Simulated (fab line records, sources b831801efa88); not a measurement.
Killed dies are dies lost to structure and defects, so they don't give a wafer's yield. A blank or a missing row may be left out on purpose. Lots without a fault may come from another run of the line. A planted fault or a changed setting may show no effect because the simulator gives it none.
Which tool did it? | flow gf180mcu | 7 lots, 21 wafers sampled, at 3 steps of a route of 602

WHAT THE GAUGES READ, wafer by wafer
GF_M2_OVL_MEAS_15.
lot  | measured     | on         | M2_OVL (nm)
L224 | day 20 07:29 | overlay-01 | -10 -7 -17
L226 | day 21 02:18 | overlay-02 | -3 0 0
L228 | day 21 22:24 | overlay-01 | -7 2 -1
L230 | day 22 17:57 | overlay-01 | -3 -2 -12
L235 | day 24 08:10 | overlay-01 | - - -
L241 | day 26 07:37 | overlay-02 | 0 -2 -1
L243 | day 26 21:10 | overlay-01 | 1 4 3

WHICH TOOL RAN EACH LOT (tool, then ch and the chambers of the sampled wafers, then the start)
lot  | GF_M2_SPUTTER_02             | GF_M2_DEVELOP_13
L224 | pvd_sputter-04, day 19 06:54 | litho_track-01 ch 0, day 20 07:13
L226 | pvd_sputter-03, day 20 01:53 | litho_track-01 ch 0, day 21 02:02
L228 | pvd_sputter-03, day 20 22:25 | litho_track-03 ch 0, day 21 22:09
L230 | pvd_sputter-02, day 21 18:22 | litho_track-03 ch 0, day 22 17:42
L235 | pvd_sputter-03, day 23 10:05 | litho_track-04, day 24 07:55
L241 | pvd_sputter-03, day 25 10:07 | litho_track-04 ch 0, day 26 07:22
L243 | pvd_sputter-04, day 26 00:37 | litho_track-04 ch 0, day 26 20:55
- GF_M2_SPUTTER_02: material AlCu, target thk 450 nm, time 23.9 s.
- GF_M2_DEVELOP_13: develop time 60 s.

THE ANSWER, worked out from the rows above alone
Rule: what is usual is taken from the lots themselves. Put in order of their means at a reading, lots are off if they are a third of the lots or fewer, leave a main group of 4 or more, and stand apart from it by a gap of 3 or more times the standard deviation of the main group's means; of several such gaps the widest counts. A main group whose means are all the same, to the digits that the tables above print for the reading, isn't used. A lot without any number at a reading at which 4 lots or more have one is off too. The other lots that the step has rows for count as sound.
Off: L235, at GF_M2_OVL_MEAS_15 (M2_OVL). Without a number there: L235. The main group: mean -3 nm, standard deviation 4.4.
A tool fits if, at a process step before that reading, it ran every lot that is off, and no sound lot after the first of them. The gauges at GF_M2_OVL_MEAS_15 are tried like those tools. None of those tried fits.

WHAT THE SIMULATOR HAD PUT IN
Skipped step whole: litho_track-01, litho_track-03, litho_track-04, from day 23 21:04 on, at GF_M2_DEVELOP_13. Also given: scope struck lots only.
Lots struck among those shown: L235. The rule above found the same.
